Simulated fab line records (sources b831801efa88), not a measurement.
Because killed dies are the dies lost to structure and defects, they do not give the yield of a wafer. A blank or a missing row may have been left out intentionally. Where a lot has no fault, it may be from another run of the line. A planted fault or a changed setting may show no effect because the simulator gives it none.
The tool behind it: which one?    flow gf180mcu    Sampling: 15 lots, 45 wafers, 6 of 602 route steps

WHAT THE GAUGES SHOWED, per wafer
GF_STI_CD_MEAS_12: target cd 220 nm. Usual: cd nm reads 220.1 nm (standard deviation 1.3).
lot   measured     on         cd nm (nm)         flag
L439  day 2 10:54  cd sem-02  220.0 219.3 221.3  
L440  day 2 17:21  cd sem-01  219.6 219.0 219.5  
L441  day 2 21:50  cd sem-02  222.1 220.8 221.9  
L442  day 3 03:19  cd sem-01  221.0 220.5 219.9  
L444  day 3 14:56  cd sem-01  220.2 221.7 221.0  
L445  day 3 18:53  cd sem-02  221.6 220.2 220.2  
L448  day 4 09:46  cd sem-02  219.8 219.1 219.8  
L450  day 4 21:10  cd sem-01  219.4 218.4 218.7  
L451  day 5 02:06  cd sem-01  219.1 217.2 218.8  
L452  day 5 08:50  cd sem-02  219.8 219.4 221.0  
L453  day 5 11:41  cd sem-02  222.8 223.0 222.8  
L456  day 6 03:23  cd sem-02  221.3 220.6 221.3  
L458  day 6 13:47  cd sem-02  219.8 220.6 220.8  
L459  day 6 19:51  cd sem-01  220.0 218.1 219.3  
L460  day 7 00:36  cd sem-02  220.6 219.1 219.6  

GF_HV_LDD_TW_MEAS_11. Usual: HV_LDD_TW typically reads 2417, with standard deviation 10.
lot   measured      on             HV_LDD_TW       flag
L439  day 10 16:12  film metro-01  2393 2397 2409  
L440  day 11 02:38  film metro-01  2409 2422 2414  
L441  day 11 07:50  film metro-04  2420 2421 2416  
L442  day 11 20:12  film metro-01  2408 2416 2397  
L444  day 12 16:31  film metro-04  2418 2419 2416  
L445  day 12 22:55  film metro-04  2431 2438 2433  
L448  day 13 09:32  film metro-04  2417 2423 2423  
L450  day 14 06:32  film metro-04  30 30 30        OFF
L451  day 14 14:47  film metro-04  30 30 30        OFF
L452  day 14 19:59  film metro-01  30 30 30        OFF
L453  day 15 04:32  film metro-03  2415 2411 2416  
L456  day 16 01:15  film metro-01  2410 2398 2412  
L458  day 16 17:44  film metro-04  2411 2415 2420  
L459  day 16 22:30  film metro-01  2410 2412 2398  
L460  day 17 04:35  film metro-03  2444 2437 2441  

GF_HV_LDD_RS_MEAS_53: uses a four-point probe to measure. Usual: HV_LDD_RS typically reads 418.3 ohm/sq, with standard deviation 0.94.
lot   measured      on             HV_LDD_RS (ohm/sq)  flag
L439  day 13 03:38  film metro-04  419.1 418.7 419.3   
L440  day 13 14:34  film metro-04  418.8 418.2 418.1   
L441  day 13 20:00  film metro-01  418.9 419.9 419.6   
L442  day 14 09:02  film metro-01  418.2 419.5 418.7   
L444  day 15 07:58  film metro-01  417.3 418.1 417.6   
L445  day 15 14:35  film metro-03  417.9 417.9 417.3   
L448  day 16 02:43  film metro-01  417.9 417.5 418.5   
L450  day 17 01:42  film metro-04  882.0 882.6 881.9   OFF
L451  day 17 10:56  film metro-01  880.0 881.9 881.3   OFF
L452  day 17 17:10  film metro-01  878.5 878.3 880.9   OFF
L453  day 18 02:51  film metro-04  418.4 418.3 418.0   
L456  day 19 01:22  film metro-04  420.5 419.2 418.3   
L458  day 19 21:50  film metro-04  418.1 417.9 418.5   
L459  day 20 01:16  film metro-03  420.0 419.5 420.3   
L460  day 20 07:38  film metro-03  417.3 417.7 416.3   

GF_PSD_TW_MEAS_11. Usual: PSD_TW typically reads 3181, with standard deviation 19.
lot   measured      on             PSD_TW          flag
L439  day 15 01:42  film metro-02  3145 3161 3173  
L440  day 15 12:42  film metro-03  3199 3183 3169  
L441  day 15 18:38  film metro-03  3205 3187 3185  
L442  day 16 09:00  film metro-03  3167 3175 3179  
L444  day 17 08:44  film metro-04  3187 3197 3181  
L445  day 17 16:07  film metro-03  3219 3213 3217  
L448  day 18 07:00  film metro-04  3193 3186 3176  
L453  day 20 07:44  film metro-03  3202 3225 3203  
L456  day 21 07:31  film metro-02  3154 3161 3179  
L458  day 22 03:41  film metro-02  3183 3180 3163  
L459  day 22 05:23  film metro-03  3207 3218 3203  
L460  day 22 10:56  film metro-02  3173 3167 3167  

GF_CONTACT_THK_MEAS_03. Usual: CONTACT_CVD_02_THK typically reads 860 nm, with standard deviation 13.
lot   measured      on             CONTACT_CVD_02_THK (nm)  flag
L439  day 16 01:28  film metro-03  864 841 861              
L440  day 16 13:13  film metro-03  852 857 857              
L441  day 16 18:41  film metro-03  842 852 857              
L442  day 17 09:27  film metro-04  863 864 880              
L444  day 18 10:35  film metro-03  855 856 853              
L445  day 18 18:13  film metro-01  864 875 862              
L448  day 19 09:02  film metro-04  856 873 858              
L453  day 21 08:55  film metro-01  847 866 869              
L456  day 22 08:37  film metro-03  889 882 863              
L458  day 23 04:52  film metro-04  890 853 886              
L459  day 23 06:25  film metro-04  860 855 874              
L460  day 23 12:25  film metro-01  863 864 886              

TOOL THAT RAN EACH LOT (tool first, then ch and the chambers of the sampled wafers, then the start)
lot   GF_HV_LDD_IMPLANT_09
L439  implanter-01 ch 0, day 10 15:58
L440  implanter-02 ch 0, day 11 02:25
L441  implanter-03 ch 0, day 11 07:35
L442  implanter-03 ch 0, day 11 19:59
L444  implanter-03 ch 0, day 12 16:16
L445  implanter-01 ch 0, day 12 22:43
L448  implanter-01 ch 0, day 13 09:19
L450  implanter-03, day 14 06:17
L451  implanter-03, day 14 14:33
L452  implanter-01, day 14 19:44
L453  implanter-01 ch 0, day 15 04:17
L456  implanter-03 ch 0, day 16 01:03
L458  implanter-01 ch 0, day 16 17:30
L459  implanter-01 ch 0, day 16 22:16
L460  implanter-01 ch 0, day 17 04:21
- GF_HV_LDD_IMPLANT_09

AS READ BY THE TOOLS THEMSELVES (means over the sampled wafers that have a number; for cases with no such wafer, the mark the record gives instead)
GF_HV_LDD_IMPLANT_09. Usual: beam energy keV 40.005, standard deviation 0.015; beam on s 10.01 s, standard deviation 0.2; end station pressure torr 5.43e-06 Torr, standard deviation 2.8e-07.
lot   tool          beam energy keV  beam on s (s)  end station pressure torr (Torr)  flag
L439  implanter-01  40.021           9.90           5.32e-06                          
L440  implanter-02  39.970           10.08          5.18e-06                          
L441  implanter-03  40.034           10.08          5.28e-06                          
L442  implanter-03  40.000           10.01          5.37e-06                          
L444  implanter-03  40.014           9.94           5.24e-06                          
L445  implanter-01  40.021           10.21          5.47e-06                          
L448  implanter-01  39.995           9.69           5.48e-06                          
L450  implanter-03  -                -              -                                 OFF
L451  implanter-03  -                -              -                                 OFF
L452  implanter-01  -                -              -                                 OFF
L453  implanter-01  40.006           9.98           5.56e-06                          
L456  implanter-03  39.993           9.94           5.73e-06                          
L458  implanter-01  40.009           9.96           5.52e-06                          
L459  implanter-01  40.009           10.16          5.51e-06                          
L460  implanter-01  39.997           10.06          5.54e-06                          

THE ANSWER, worked out from the rows above alone
Rule: lot off if the mean of its wafers having a number is beyond 3 standard deviations from the usual mean. Also off: a lot with no number at a reading for which 4 or more lots have one. Any other lot the step has rows for is counted as sound. After the gauges, taken in route order, come the tools' own readings; for these a lot's mean is taken, as printed above. The first step at which some lot is off is used, and at that step the reading that is off furthest; a lot without a number counts as furthest.
Off: L450, L451, L452, seen at GF_HV_LDD_TW_MEAS_11 (HV_LDD_TW).
A tool fits if, at a process step before that reading, it ran every lot that is off, and no sound lot after the first of them. Not tried: the gauges at GF_HV_LDD_TW_MEAS_11; whatever is off there is also off at GF_HV_LDD_IMPLANT_09, on other tools, and gauge error can't account for it. Of those tried, none fits.

WHAT THE SIMULATOR HAD PUT IN
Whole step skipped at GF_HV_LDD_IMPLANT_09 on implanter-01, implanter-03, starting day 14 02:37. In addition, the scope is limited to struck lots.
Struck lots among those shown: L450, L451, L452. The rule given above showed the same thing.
